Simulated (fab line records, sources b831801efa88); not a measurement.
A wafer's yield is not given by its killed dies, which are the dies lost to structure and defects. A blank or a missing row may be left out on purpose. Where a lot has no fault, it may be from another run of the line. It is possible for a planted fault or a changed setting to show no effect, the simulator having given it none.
Tool commonality check	flow sky130	Sampled: 13 lots, 39 wafers

## WHY THIS WAS OPENED
Flagged at SKY_POLY_GATE_CD_MEAS_13: reading cd_nm, on 3 of 13 lots. Wafers without a fault read 149.5 nm, standard deviation 1.7.
Rule: flag the lot when none of its wafers has a number, or when each of its wafers that has one lies beyond 4 standard deviations from that mean. The other lots count as sound.

lot	measured	on	cd_nm (nm), wafer by wafer	flag
L460	day 16 03:08	cd_sem-02	148.5 148.0 147.5	
L464	day 17 18:01	cd_sem-02	151.7 151.5 151.1	
L465	day 18 06:00	cd_sem-01	148.1 147.8 147.7	
L466	day 18 11:41	cd_sem-02	152.9 150.4 151.0	
L467	day 18 17:43	cd_sem-01	150.7 150.1 150.5	
L468	day 19 15:38	cd_sem-02	148.4 149.1 148.9	
L470	day 20 01:43	cd_sem-02	150.9 150.0 148.9	
L471	day 20 10:40	cd_sem-02	126.7 126.3 125.1	FLAGGED
L474	day 21 12:59	cd_sem-02	130.0 129.7 130.5	FLAGGED
L475	day 21 19:23	cd_sem-02	146.7 146.2 145.8	
L478	day 22 20:59	cd_sem-02	133.4 133.5 134.3	FLAGGED
L480	day 23 17:04	cd_sem-01	148.6 148.0 148.9	
L481	day 23 22:00	cd_sem-01	150.4 152.3 150.9	
On average the flagged lots' numbers are 129.9 nm, which is -19.6 nm against the usual, or -12 standard deviations.

## TOOL THAT RAN EACH LOT
The record keeps 1 process step preceding the reading, out of 708 steps on the route. In each cell: the tool, then ch and the chambers that the sampled wafers went through, then the start.
lot	flag	SKY_POLY_GATE_EXPOSE_10
L460		krf_scanner-01 ch 0, day 15 14:30
L464		krf_scanner-01 ch 0, day 17 03:56
L465		krf_scanner-01 ch 0, day 17 15:09
L466		krf_scanner-01 ch 0, day 17 20:11
L467		krf_scanner-01 ch 0, day 18 03:21
L468		krf_scanner-02 ch 0, day 18 23:43
L470		krf_scanner-02 ch 0, day 19 10:05
L471	FLAGGED	krf_scanner-02 ch 0, day 19 19:37
L474	FLAGGED	krf_scanner-02 ch 0, day 20 21:39
L475		krf_scanner-01 ch 0, day 21 05:09
L478	FLAGGED	krf_scanner-02 ch 0, day 22 05:44
L480		krf_scanner-01 ch 0, day 23 02:37
L481		krf_scanner-01 ch 0, day 23 07:53
What these steps do:
- SKY_POLY_GATE_EXPOSE_10: exposes mask P1M, target cd 150 nm.
- SKY_POLY_GATE_CD_MEAS_13: target cd 150 nm.

## FLAGGED AGAINST TOTAL, ONE TOOL AT A TIME (gauges that did the reading follow at the end)
step	tool	lots run	flagged	share of the flagged lots	sound lots run after its first flagged lot
SKY_POLY_GATE_EXPOSE_10	krf_scanner-01	8	0	none	-
SKY_POLY_GATE_EXPOSE_10	krf_scanner-02	5	3	all	0
SKY_POLY_GATE_CD_MEAS_13	cd_sem-01	4	0	none	-
SKY_POLY_GATE_CD_MEAS_13	cd_sem-02	9	3	all	1 (L475)

## WHAT THE TABLE ALLOWS
krf_scanner-02 at SKY_POLY_GATE_EXPOSE_10 and cd_sem-02 at SKY_POLY_GATE_CD_MEAS_13 are the 2 rows of the table that ran each flagged lot.
- krf_scanner-02 at SKY_POLY_GATE_EXPOSE_10: 3 of its 5 lots flagged. It ran its last sound lot, L470, at day 19 10:05 and its first flagged lot, L471, at day 19 19:37: a fault with its onset between the two fits. Its own readings (exposure_dose_mJ_cm2) fall more than 4 standard deviations out on all wafers of the flagged lots.
- cd_sem-02 at SKY_POLY_GATE_CD_MEAS_13: 3 of its 9 lots flagged. Sound lots ran on it after the first flagged one (L475), which a lasting fault on the whole tool wouldn't allow.
What remains is a single tool, krf_scanner-02 at SKY_POLY_GATE_EXPOSE_10.

## WHAT THE SIMULATOR PUT IN
Process parameters drifting: krf_scanner-02 at SKY_POLY_GATE_EXPOSE_10, beginning at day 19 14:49. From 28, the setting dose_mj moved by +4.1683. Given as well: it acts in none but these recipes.
Shown lots that were struck: L471, L474, L478. The rule above reached the same finding.
